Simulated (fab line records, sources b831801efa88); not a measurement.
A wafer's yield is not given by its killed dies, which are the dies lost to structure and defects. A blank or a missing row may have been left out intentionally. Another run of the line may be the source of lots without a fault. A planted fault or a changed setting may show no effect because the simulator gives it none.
Code-filled problem report in 8D (eight disciplines) form	flow gf180mcu	the parts of the form that need people (team, actions taken, sign-off) are left out

== 1. PROBLEM STATEMENT ==
At GF_V4_CMP_04, timeToEndpointS averages 61 s over 2 wafers from 2 lots, while fault-free wafers read 86 s, standard deviation 4.7. Measured from the usual mean, that is -5.3 standard deviations.
The step: polishes SiO2.
Seen first at day 28 22:20 on cmp-02, wafer L729.1. At this step, 39 wafers from 13 lots have a number in the record. Rule for "out" (also "out of limits"): further than 4 standard deviations from the usual mean. All remaining wafers that have a number are taken as sound.

== 2. WHAT THIS IS AND IS NOT ==
question	is	is not
which readings at this step	timeToEndpointS	motorCurrentA, retainingRingPressureFrac
which lots	L729, L731	L713, L714, L715, L716, L717, L718, L719, L720, L721, L735, L736
which wafers of those lots	L729.1, L731.1	L729.2, L729.3, L731.2, L731.5
read on which tools	cmp-02	cmp-01
when	from day 28 22:20	up to then (29 sound wafers); but 8 sound wafers of L731, L735, L736 came after

== 3. THE SUSPECTS, EACH WITH WHAT RULES IT OUT ==
Counting: any tool at a process step up to the reading remains a suspect provided it ran every lot that is out. Sound lots after the first of them don't rule it out here, since some wafers of a struck lot are sound.
- cmp-02 at GF_V4_CMP_04 (polishes SiO2): kept. It ran every lot that is out, first L729 (day 28 22:20); its last sound lot up to then is L720 (day 25 22:23). Its own readings are out on those wafers: timeToEndpointS.
- At GF_V4_CMP_04, inside cmp-02: chamber 2 took the wafers that are out, while their sound lot-mates went through chambers 0, 1, 3.
The count leaves cmp-02 at GF_V4_CMP_04.

== 4. THE CAUSE (what the simulator had put in) ==
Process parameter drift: cmp-02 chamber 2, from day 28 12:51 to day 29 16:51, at GF_V4_CMP_04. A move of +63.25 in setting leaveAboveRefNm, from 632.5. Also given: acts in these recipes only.
Counting left only this tool.

== 5. SEQUENCE OF EFFECTS, ordered by route ==
Each row: a reading where the mean over the struck wafers with a number is more than 3 standard deviations away from the usual. Readings are gone through only where the record gives a usual standard deviation; hours: the median, over the lots, of the time from a lot's start at the first step in this table giving one to that lot's start at this step; sigmas: the change measured in usual standard deviations.
hours	step	reading	usual	on struck wafers	change	sigmas
0	GF_V4_CMP_04	timeToEndpointS	86 s	61	-25	-5.3
-	GF_V4_ETCH_17	oesProductAu	0.857 a.u.	0.901	+0.044	+8.9
Process steps it contains:
- GF_V4_CMP_04: polishes SiO2.
- GF_V4_ETCH_17: etches SiO2 in C4F8/O2/Ar, stops on TiN, target depth 630 nm.
Later steps that measure or inspect, where all struck wafers having a row at the step show a number for every such reading and not one has moved that far: GF_V4_BOW_MEAS_05.

== 6. WHAT WOULD HAVE CAUGHT IT SOONER ==
The fault began at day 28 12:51; the first out-of-limits reading in this record came at day 28 22:20, 9 hours later.
